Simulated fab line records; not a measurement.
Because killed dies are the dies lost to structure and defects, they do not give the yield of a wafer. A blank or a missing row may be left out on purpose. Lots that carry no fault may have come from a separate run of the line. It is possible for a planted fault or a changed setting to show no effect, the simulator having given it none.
A struck lot beside a sound one + flow gf180mcu + 15 steps out of a route of 602
Sound: the wafers L816.1, L816.2, L816.5. The struck wafers were L814.1, L814.3, L814.4. At the end, the cause is stated.
Each step with rows lists, per side, the tool, then ch with its chambers, then its first start. Under that, the readings that differ: sound wafers + struck wafers + difference of the means + sigmas: that difference in standard deviations of wafers without a fault.
alike: same words and numbers on both sides, and readings whose means sit less than 2 such deviations apart. not compared: any withheld reading, any reading some wafer has no value for, any bound like >300 that may hide the same value, and any number with overlapping values for which the record gives no deviation.
A row with sigmas, a row that says differs or no value, or rows on one side alone: a step with any of these is where the two part. Numbers that don't overlap but have no deviation are shown without sigmas and don't part them. A reading missing from all wafers of one side parts the sides only when that side holds two or more wafers.

first, 6 steps without rows for these wafers: GF_HV_LDD_HMDS_40 (prime time 60 s); GF_HV_LDD_COAT_41 (resist thk 1000 nm); GF_HV_LDD_SOFTBAKE_42 (time 60 s); GF_HV_LDD_EXPOSE_43 (exposes mask Pplus HV AREA, target cd 400 nm); GF_HV_LDD_PEB_44; GF_HV_LDD_DEVELOP_45 (develop time 60 s).
GF_HV_LDD_CD_MEAS_46: the cd target is 400 nm.
  struck on cd-sem-02, day 16 06:47; sound on cd-sem-02, day 16 22:23
  alike: cd-nm
GF_HV_LDD_OVL_MEAS_47:
  struck on overlay-01, day 16 06:55; sound on overlay-01, day 16 22:31
  alike: HV_LDD_03_OVL
after that, 1 step had no rows for these wafers: GF_HV_LDD_IMPLANT_48.
GF_HV_LDD_STRIP_49: strips in O2/N2.
  sound on plasma-asher-03 ch 0,1, day 16 22:41; struck on plasma-asher-03 ch 0,1, day 16 07:05
  alike: drypump-motor-current-A, heater-power-w, oes-product-au, strip-time-to-endpoint-s
  not compared: rf-hours-counter-h
GF_HV_LDD_TW_MEAS_50:
  struck on film-metro-03, day 16 07:11; sound on film-metro-01, day 16 22:47
  alike: HV_LDD_4_TW
then, 1 step without rows for these wafers: GF_HV_LDD_CLEAN_51 (cleans in SC1/SC2, time 150 s).
GF_HV_LDD_RTA_52: time 10 s.
  sound on rtp-anneal-01 ch 0, day 16 22:54; struck on rtp-anneal-02, day 16 07:18
  no value came back on the struck wafers for anneal-temp-c-max, chamber-o2-ppm, lamp-power-pct (%), wafer_temp_C_max; on the sound wafers anneal-temp-c-max reads 1005.3 1003.8 1004.9
GF_HV_LDD_RS_MEAS_53: measures by four-point-probe.
  struck on film-metro-03, day 16 07:22; sound on film-metro-03, day 16 22:58
| reading            | sound             | struck | difference                    | sigmas |
|--------------------|-------------------|--------|-------------------------------|--------|
| HV_LDD_RS (ohm/sq) | 417.8 418.2 418.0 | - - -  | no value on the struck wafers |        |
then, 1 step without rows for these wafers: GF_HV_LDD_CVD_54 (deposits SiO2 from TEOS, target thk 10 nm, time 75 s).

WHERE THEY PART
At GF_HV_LDD_RTA_52 first; at GF_HV_LDD_RS_MEAS_53 last (within this record only).

WHY: what the simulator had put in
Beginning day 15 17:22, the whole step at GF_HV_LDD_RTA_52 was skipped on rtp-anneal-02. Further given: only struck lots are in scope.
